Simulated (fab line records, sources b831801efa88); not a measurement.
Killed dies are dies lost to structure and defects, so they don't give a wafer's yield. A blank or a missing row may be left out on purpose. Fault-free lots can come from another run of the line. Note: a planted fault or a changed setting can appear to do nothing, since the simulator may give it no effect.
Problem report in the 8D (eight disciplines) form, filled by code / flow gf180mcu / the parts of the form that need people (team, actions taken, sign-off) are left out

## 1. WHAT WENT WRONG
cd-nm at GF_HV_LDD_CD_MEAS_07 reads a mean of 432.5 nm on 9 wafers of 3 lots; wafers without a fault read 399.5 nm with a standard deviation of 2.3. Relative to the usual mean, that is a shift of +14 standard deviations.
The step: target cd 400 nm.
The first sign was on wafer L238.2 at day 10 20:26, on cd-sem-01. The record has a number at this step for 39 wafers belonging to 13 lots. By rule, "out" or "out of limits" means more than 4 standard deviations away from the usual mean. Any other wafer with a number is counted as sound.

## 2. WHAT IT IS AND WHAT IT IS NOT
question=which readings at this step | is=cd-nm | is not=-
question=which lots | is=L238, L239, L240 | is not=L236, L237, L248, L249, L251, L252, L254, L257, L258, L259
question=which wafers of those lots | is=all that have a number | is not=-
question=read on which gauges | is=cd-sem-01 | is not=cd-sem-02
question=when | is=from day 10 20:26 | is not=up to then (6 sound wafers); but 24 sound wafers of L248, L249, L251, L252, L254, L257, L258, L259 came after

## 3. SUSPECTS, AND WHAT RULES EACH OUT
Counting: any tool at a process step up to the reading is kept as a suspect provided that every lot that is out went through it and no sound lot did after the first of them.
- the gauge at GF_HV_LDD_CD_MEAS_07: kept. All the wafers that are out were read on cd-sem-01, and no step on other tools shows them out.
- litho-track-03 at GF_HV_LDD_DEVELOP_06 (develop time 60 s): ruled out as a lasting fault. Following L238 (day 10 20:17), the first lot on it that is out, the sound lots L249, L257 were run on it.
Remaining after the count: cd-sem-01 at GF_HV_LDD_CD_MEAS_07.

## 4. THE CAUSE (what the simulator had put in)
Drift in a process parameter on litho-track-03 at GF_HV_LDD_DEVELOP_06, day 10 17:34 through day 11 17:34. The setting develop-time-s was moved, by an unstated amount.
The count ruled it out by mistake, since the rule takes a fault to strike every lot its tool runs from the start of the fault on, and this one did not do so.

## 5. SEQUENCE OF EFFECTS, ordered by route
Rows list readings where the struck wafers' mean (over those with a number) sits beyond 3 standard deviations from the usual. Only readings whose record carries a usual standard deviation are examined. hours: median over the lots of the time between each lot's start at the first step of this table that gives one and its start at this step. sigmas: the change, counted in usual standard deviations.
hours=0; step=GF_HV_LDD_CD_MEAS_07; reading=cd-nm; usual=399.5 nm; on struck wafers=432.5; change=+33.0; sigmas=+14

## 6. WHAT WOULD HAVE CAUGHT IT SOONER
3 hours passed between the start of the fault at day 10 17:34 and the first reading out of limits at a measuring or inspecting step in this record, taken at day 10 20:26.
